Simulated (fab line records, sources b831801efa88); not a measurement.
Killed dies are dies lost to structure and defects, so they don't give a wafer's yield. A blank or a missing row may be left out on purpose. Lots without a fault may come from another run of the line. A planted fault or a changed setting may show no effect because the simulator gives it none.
Which tool did it? | flow gf180mcu | 12 lots, 36 wafers sampled, at 4 steps of a route of 602

WHAT THE GAUGES READ, wafer by wafer
GF_STI_THK_MEAS_02.
lot  | measured    | on            | STI_OXIDATION_THK (nm)
L836 | day 1 11:32 | film_metro-04 | 9.94 10.11 10.14
L837 | day 1 16:31 | film_metro-02 | 9.86 9.88 9.89
L838 | day 1 21:54 | film_metro-04 | 10.05 10.14 10.14
L840 | day 2 08:38 | film_metro-02 | 9.77 9.67 9.78
L841 | day 2 12:31 | film_metro-02 | 9.94 9.99 9.73
L842 | day 2 17:31 | film_metro-01 | 9.85 10.20 10.09
L844 | day 3 03:37 | film_metro-04 | 10.08 10.04 10.10
L845 | day 3 08:31 | film_metro-02 | 9.81 9.89 9.90
L851 | day 4 14:37 | film_metro-01 | 10.37 10.23 10.34
L855 | day 5 10:31 | film_metro-02 | 10.27 10.13 10.28
L856 | day 5 16:17 | film_metro-01 | 9.84 9.95 9.89
L857 | day 5 21:46 | film_metro-01 | 9.97 9.97 9.84

GF_STI_CD_MEAS_12: target cd 220 nm.
lot  | measured    | on        | cd_nm (nm)
L836 | day 2 01:19 | cd_sem-01 | 222.5 222.0 221.9
L837 | day 2 06:29 | cd_sem-01 | 219.4 218.6 218.9
L838 | day 2 11:58 | cd_sem-02 | 219.5 219.3 219.5
L840 | day 2 23:29 | cd_sem-02 | 220.3 220.2 220.1
L841 | day 3 03:00 | cd_sem-02 | 220.7 218.9 219.1
L842 | day 3 07:51 | cd_sem-01 | 219.0 219.8 218.5
L844 | day 3 20:17 | cd_sem-02 | 219.1 218.8 217.8
L845 | day 4 00:38 | cd_sem-01 | 220.0 219.9 220.1
L851 | day 5 06:09 | cd_sem-01 | 208.6 214.3 214.5
L855 | day 6 02:28 | cd_sem-01 | 219.3 219.3 220.0
L856 | day 6 08:58 | cd_sem-02 | 218.6 218.3 217.3
L857 | day 6 14:26 | cd_sem-02 | 220.2 219.0 219.4

GF_DNWELL_TW_MEAS_09.
lot  | measured    | on            | DNWELL_TW
L836 | day 2 19:40 | film_metro-04 | 1348 1359 1363
L837 | day 2 23:17 | film_metro-04 | 1352 1345 1362
L838 | day 3 05:58 | film_metro-03 | 1380 1380 1386
L840 | day 3 17:27 | film_metro-04 | 1343 1342 1339
L841 | day 3 20:50 | film_metro-02 | 1341 1343 1351
L842 | day 4 02:35 | film_metro-03 | 1395 1392 1402
L844 | day 4 16:23 | film_metro-04 | 1334 1343 1341
L845 | day 4 19:14 | film_metro-03 | 1403 1403 1403
L851 | day 6 01:53 | film_metro-03 | 1380 1373 1380
L855 | day 6 22:00 | film_metro-03 | 1375 1374 1378
L856 | day 7 05:12 | film_metro-03 | 1385 1395 1399
L857 | day 7 11:32 | film_metro-02 | 1346 1343 1347

WHICH TOOL RAN EACH LOT (tool, then ch and the chambers of the sampled wafers, then the start)
lot  | GF_STI_EXPOSE_09
L836 | krf_scanner-01 ch 0, day 1 19:35
L837 | krf_scanner-02 ch 0, day 2 00:40
L838 | krf_scanner-01 ch 0, day 2 05:59
L840 | krf_scanner-01 ch 0, day 2 17:34
L841 | krf_scanner-02 ch 0, day 2 20:44
L842 | krf_scanner-02 ch 0, day 3 01:42
L844 | krf_scanner-01 ch 0, day 3 13:47
L845 | krf_scanner-01 ch 0, day 3 18:23
L851 | krf_scanner-02 ch 0, day 4 23:52
L855 | krf_scanner-01 ch 0, day 5 19:58
L856 | krf_scanner-01 ch 0, day 6 01:25
L857 | krf_scanner-01 ch 0, day 6 06:53
- GF_STI_EXPOSE_09: exposes mask COMP, target cd 220 nm.

WHAT THE TOOLS THEMSELVES READ (means of the sampled wafers that have a number; where no wafer has one, the mark that the record gives instead)
GF_STI_EXPOSE_09.
lot  | tool           | exposure_dose_mJ_cm2 | focus_offset_nm (nm)
L836 | krf_scanner-01 | 28.026               | 0.0
L837 | krf_scanner-02 | 27.997               | 0.2
L838 | krf_scanner-01 | 28.022               | -0.4
L840 | krf_scanner-01 | 27.996               | 0.4
L841 | krf_scanner-02 | 28.009               | 0.3
L842 | krf_scanner-02 | 27.940               | -0.3
L844 | krf_scanner-01 | 28.009               | -0.2
L845 | krf_scanner-01 | 28.023               | -0.2
L851 | krf_scanner-02 | 27.666               | -0.5
L855 | krf_scanner-01 | 27.998               | -0.2
L856 | krf_scanner-01 | 27.994               | 0.2
L857 | krf_scanner-01 | 27.990               | 0.3

THE ANSWER, worked out from the rows above alone
Rule: what is usual is taken from the lots themselves. Put in order of their means at a reading, lots are off if they are a third of the lots or fewer, leave a main group of 4 or more, and stand apart from it by a gap of 3 or more times the standard deviation of the main group's means; of several such gaps the widest counts. A main group whose means are all the same, to the digits that the tables above print for the reading, isn't used. A lot without any number at a reading at which 4 lots or more have one is off too. The other lots that the step has rows for count as sound. The gauges are gone through in route order, then the tools' own readings, and for those a lot's mean is taken as printed above. The first step at which some lot is off is used, and at that step the reading that is off furthest; a lot without a number counts as furthest.
Off: L851, at GF_STI_CD_MEAS_12 (cd_nm). The main group: mean 219.6 nm, standard deviation 1.
A tool fits if, at a process step before that reading, it ran every lot that is off, and no sound lot after the first of them. The gauges at GF_STI_CD_MEAS_12 aren't tried: what is off there is off at GF_STI_EXPOSE_09 too, on other tools, and a gauge's error can't cause that. One fits: krf_scanner-02 at GF_STI_EXPOSE_09. Its last sound lot is L842 (day 3 01:42), its first lot that is off L851 (day 4 23:52): a fault that began between those two fits.
The tool's own readings at GF_STI_EXPOSE_09 bear it out: on the lots that are off they differ by more than 5 times the standard deviation of the sound lots' means. exposure_dose_mJ_cm2 reads 27.666 there against 28.000 on the sound lots.

WHAT THE SIMULATOR HAD PUT IN
Process parameter drift: krf_scanner-02, from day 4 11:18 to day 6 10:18, at GF_STI_EXPOSE_09. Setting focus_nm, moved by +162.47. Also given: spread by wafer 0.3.
Lots struck among those shown: L851. The rule above found the same.
